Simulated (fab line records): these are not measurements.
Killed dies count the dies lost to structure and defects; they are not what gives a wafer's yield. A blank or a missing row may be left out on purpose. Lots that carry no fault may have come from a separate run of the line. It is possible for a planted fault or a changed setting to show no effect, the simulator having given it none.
Matching of chambers + flow sky130 + 4 sister chambers for SKY_VIA2_ETCH_15 on rie diel-02
The step etches SiO2 in C4F8/O2/Ar, stops on TiN, target depth 546 nm, time 84 s. 8 wafers are shown with their chamber, then 7 later ones without.

## WAFERS PAIRED WITH THEIR CHAMBERS
| wafer  | chamber | rf fwd power W (W) | oes product au (a.u.) |
|--------|---------|--------------------|-----------------------|
| L075.6 | 1       | 1484               | 0.945                 |
| L079.4 | 0       | 1488               | 0.942                 |
| L079.6 | 2       | 1493               | 0.939                 |
| L081.3 | 2       | 1497               | 0.939                 |
| L081.5 | 3       | 1493               | 0.931                 |
| L081.6 | 0       | 1494               | 0.941                 |
| L085.2 | 1       | 1487               | 0.933                 |
| L085.3 | 3       | 1487               | 0.942                 |

## WAFERS MISSING THEIR CHAMBER
| wafer  | rf fwd power W (W) | oes product au (a.u.) |
|--------|--------------------|-----------------------|
| L085.4 | 1485               | 0.943                 |
| L091.2 | 1479               | 0.936                 |
| L091.3 | 1483               | 0.942                 |
| L091.6 | 1487               | 0.930                 |
| L094.1 | 1488               | 0.944                 |
| L094.3 | 1493               | 0.941                 |
| L094.5 | 1498               | 0.937                 |

## EACH ONE'S CHAMBER
| wafer  | from the rows above               | in truth |
|--------|-----------------------------------|----------|
| L085.4 | can't be placed: 1 or 0 or 3      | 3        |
| L091.2 | can't be placed: 1 or 3 or 0      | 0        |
| L091.3 | can't be placed: 1 or 3 or 0      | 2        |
| L091.6 | can't be placed: 3 or 1 or 0 or 2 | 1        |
| L094.1 | can't be placed: 0 or 1 or 3 or 2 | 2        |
| L094.3 | can't be placed: 0 or 2 or 3 or 1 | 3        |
| L094.5 | can't be placed: 2 or 0 or 3      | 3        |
Correct placement for 0 of the 7. Cannot be placed on the basis of these rows: 7; the candidates contain the true chamber in 6. Wrongly placed: 0.
How it was worked out, from the rows above alone: a wafer's distance from a chamber is the root of the sum, over the readings, of the square of ((its reading less the chamber's mean) divided by the reading's scatter). If the next closest chamber is less than 2 further off than the closest, the wafer can't be placed; otherwise it belongs to the closest. For every chamber, the mean is computed from those of its wafers that are shown. How the scatter is found: for the shown wafers, subtract from each reading the mean of its chamber, square and add these, divide the total by (wafers less chambers), then take the root.
